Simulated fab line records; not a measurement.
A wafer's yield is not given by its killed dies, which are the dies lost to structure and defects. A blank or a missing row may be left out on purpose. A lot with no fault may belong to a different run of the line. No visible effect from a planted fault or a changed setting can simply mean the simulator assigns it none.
A struck lot beside a sound one -- flow sky130 -- 16 out of 708 route steps
Sound: the wafers L648.1, L648.4, L648.6. Wafers L644.1, L644.2, L644.5 were the ones struck. At the end, the cause is stated.
Each step with rows lists, per side, the tool, then ch with its chambers, then its first start. Under that, the readings that differ: sound wafers -- struck wafers -- difference of the means -- sigmas: that difference in standard deviations of wafers without a fault.
alike: same words and numbers on both sides, and readings whose means sit less than 2 such deviations apart. not compared: any withheld reading, any reading some wafer has no value for, any bound like >300 that may hide the same value, and any number with overlapping values for which the record gives no deviation.
A row with sigmas, a row that says differs or no value, or rows on one side alone: a step with any of these is where the two part. Non-overlapping numbers with no deviation appear without sigmas and do not part them. A reading that every wafer of one side lacks parts them only if that side has two wafers or more.

SKY_METAL2_THK_MEAS_06: measures by xrf.
  sound on filmMetro-03, day 37 11:35; struck on filmMetro-02, day 35 23:02
  alike: METAL2_ALCU_THK
then, 8 steps without rows for these wafers: SKY_METAL2_DEHYDRATE_07 (time 60 s); SKY_METAL2_HMDS_08 (prime time 60 s); SKY_METAL2_COAT_09 (resist thk 60 nm); SKY_METAL2_COAT_10 (resist thk 450 nm); SKY_METAL2_SOFTBAKE_11 (time 90 s); SKY_METAL2_EXPOSE_12 (exposes mask MM2, target cd 140 nm); SKY_METAL2_PEB_13; SKY_METAL2_DEVELOP_14 (develop time 60 s).
SKY_METAL2_CD_MEAS_15: the cd target is 140 nm.
  sound on cdSem-01, day 38 13:45; struck on cdSem-02, day 37 00:59
  alike: cdNm
SKY_METAL2_OVL_MEAS_16:
  sound on overlay-02, day 38 13:52; struck on overlay-02, day 37 01:07
  alike: METAL2_OVL
SKY_METAL2_DESCUM_17: chemistry O2, time 8 s.
  sound on rieMetal-02 ch 0,1, day 38 13:55; struck on rieMetal-03 ch 0,1, day 37 01:09
reading,sound,struck,difference,sigmas
rfFwdPowerW (W),146.5 145.5 145.9,148.0 147.5 147.6,+1.7,+2
  alike: chamberPressureMTorr, drypumpMotorCurrentA, heBacksideLeakSccm, oesProductAu
  not compared: rfHoursCounterH
SKY_METAL2_ETCH_18: etches BARC in N2/H2, stops on SiO2, time 45.9 s, target depth 60 nm.
  sound on rieMetal-02 ch 0,1, day 38 13:56; struck on rieMetal-03 ch 0,1, day 37 01:11
  no value came back on the struck wafers for any of 7 readings (biasW (W), chamberPressureMTorr (mTorr) and others); on the sound wafers biasW (W) reads 100.3 99.7 99.9
reading,sound,struck,difference,sigmas
model.KrF-thick_of_METAL2_COAT_10.thkNm (nm),391.5 392 394.4,435.1 434.3 435.1,+42.2,
  not compared: rfHoursCounterH
SKY_METAL2_METAL_ETCH_19: etches the open film in Cl2/BCl3, stops on SiO2, target depth 360 nm, time 78 s.
  sound on rieMetal-02 ch 0,1, day 38 14:00; struck on rieMetal-03 ch 0,1, day 37 01:14
reading,sound,struck,difference,sigmas
heBacksideLeakSccm (sccm),2.9 3.4 3.3,3.5 3.5 6.7,+1.4,+4
oesProductAu (a.u.),0.852 0.853 0.846,0.384 0.369 0.374,-0.475,-65
rfFwdPowerW (W),891.1 891.5 890.0,897.4 895.7 899.6,+6.7,+2
model.KrF-thick_of_METAL2_COAT_10.thkNm (nm),154.4 157.6 160,194.6 203.6 194.6,+40.3,
  alike: bcl3FlowSccm, biasW, chamberPressureMTorr, drypumpMotorCurrentA, throttleValvePct
  not compared: rfHoursCounterH
SKY_METAL2_STRIP_20: strips in O2/N2.
  sound on plasmaAsher-04 ch 0,1, day 38 14:05; struck on plasmaAsher-03 ch 0,1, day 37 01:20
reading,sound,struck,difference,sigmas
oesProductAu (a.u.),0.341 0.333 0.342,0.347 0.360 0.364,+0.018,+4
stripTimeToEndpointS (s),2.63 2.68 2.71,3.08 3.19 3.10,+0.45,+7
  alike: chamberPressureMTorr, drypumpMotorCurrentA
  not compared: rfHoursCounterH
then, 1 step without rows for these wafers: SKY_METAL2_STRIP_21 (strips in post etch residue remover, time 1200 s).

WHERE THEY PART
Last at SKY_METAL2_STRIP_20 as far as this record goes, first at SKY_METAL2_DESCUM_17.

WHY: the cause the simulator had injected
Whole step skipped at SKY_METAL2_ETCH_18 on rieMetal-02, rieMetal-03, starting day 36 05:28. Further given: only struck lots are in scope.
